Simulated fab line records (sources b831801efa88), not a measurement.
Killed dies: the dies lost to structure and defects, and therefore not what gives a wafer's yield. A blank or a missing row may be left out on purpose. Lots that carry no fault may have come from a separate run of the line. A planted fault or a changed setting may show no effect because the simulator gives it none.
Problem report in the 8D (eight disciplines) form, filled by code + flow sky130 + the parts of the form that need people (team, actions taken, sign-off) are left out

== 1. WHAT WENT WRONG ==
Mean CONTACT_HDPCVD_THK at SKY_CONTACT_THK_MEAS_03: 420 nm over 6 wafers in 2 lots; fault-free wafers: 564 nm, standard deviation 6. Relative to the usual mean, that is a shift of -24 standard deviations.
The first sign was on wafer L124.4 at day 33 18:18, on film_metro-04. Wafers with a number at this step in the record: 36, from 12 lots. By rule, "out" or "out of limits" means more than 4 standard deviations away from the usual mean. Any other wafer with a number is counted as sound.

== 2. WHAT IT IS, WHAT IT ISN'T ==
| question                    | is                           | is not                                                                                 |
|-----------------------------|------------------------------|----------------------------------------------------------------------------------------|
| which readings at this step | CONTACT_HDPCVD_THK           | -                                                                                      |
| which lots                  | L124, L126                   | L114, L117, L118, L120, L121, L123, L125, L127, L134, L136                             |
| which wafers of those lots  | all that have a number       | -                                                                                      |
| read on which gauges        | film_metro-03, film_metro-04 | film_metro-01                                                                          |
| when                        | from day 33 18:18            | up to then (18 sound wafers); but 12 sound wafers of L125, L127, L134, L136 came after |

== 3. THE SUSPECTS, EACH WITH WHAT RULES IT OUT ==
Counting: a tool stays on the suspect list if, at a process step up to the reading, it processed all lots that are out and no sound lot following the first of them.
- the gauge at SKY_CONTACT_THK_MEAS_03 is ruled out. The wafers that are out were read on 2 gauges (film_metro-03, film_metro-04).
- hdpcvd-02 at SKY_CONTACT_HDPCVD_02 (deposits SiO2, target thk 565 nm, time 94.2 s): ruled out as a lasting fault. The sound lots L136 went through it after L124, its earliest lot that is out (day 33 18:14).
Left after counting: nothing in the record.

== 4. THE CAUSE (what the simulator had put in) ==
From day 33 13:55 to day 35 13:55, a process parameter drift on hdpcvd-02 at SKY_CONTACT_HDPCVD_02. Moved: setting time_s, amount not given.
It was ruled out by counting, in error; the rule expects a fault to strike all lots run on its tool from its start on, and this fault did not.

== 5. THE EFFECT CHAIN, in route order ==
Rows list readings where the struck wafers' mean (over those with a number) sits beyond 3 standard deviations from the usual. Only readings for which the record gives a usual standard deviation are gone through. hours: the time from each lot's start at the first step in this table that gives one to its start at this step, as a median over the lots. sigmas: the change in usual standard deviations.
| hours | step                    | reading            | usual   | on struck wafers | change | sigmas |
|-------|-------------------------|--------------------|---------|------------------|--------|--------|
| 0     | SKY_CONTACT_HDPCVD_02   | run_length_s       | 121.7 s | 97.5             | -24.2  | -41    |
| 0     | SKY_CONTACT_THK_MEAS_03 | CONTACT_HDPCVD_THK | 564 nm  | 420              | -144   | -24    |
| 0     | SKY_CONTACT_CMP_04      | time_to_endpoint_s | 83 s    | 30               | -52    | -15    |
It contains these process steps:
- SKY_CONTACT_HDPCVD_02: deposits SiO2, target thk 565 nm, time 94.2 s.
- SKY_CONTACT_CMP_04: polishes SiO2.
Later measuring or inspecting steps at which every struck wafer that the step has a row for has a number for every such reading, and none has moved that far: SKY_VIA1_BOW_MEAS_03.

== 6. HOW IT WOULD HAVE BEEN CAUGHT EARLIER ==
In this record the first reading out of limits at a measuring or inspecting step was taken at day 33 18:18, 4 hours after the fault began at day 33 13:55.
At SKY_CONTACT_HDPCVD_02, the tool's own readings (run_length_s) were out on each struck wafer the step has a row for, so an alarm limit on them would have fired on the first such wafer.
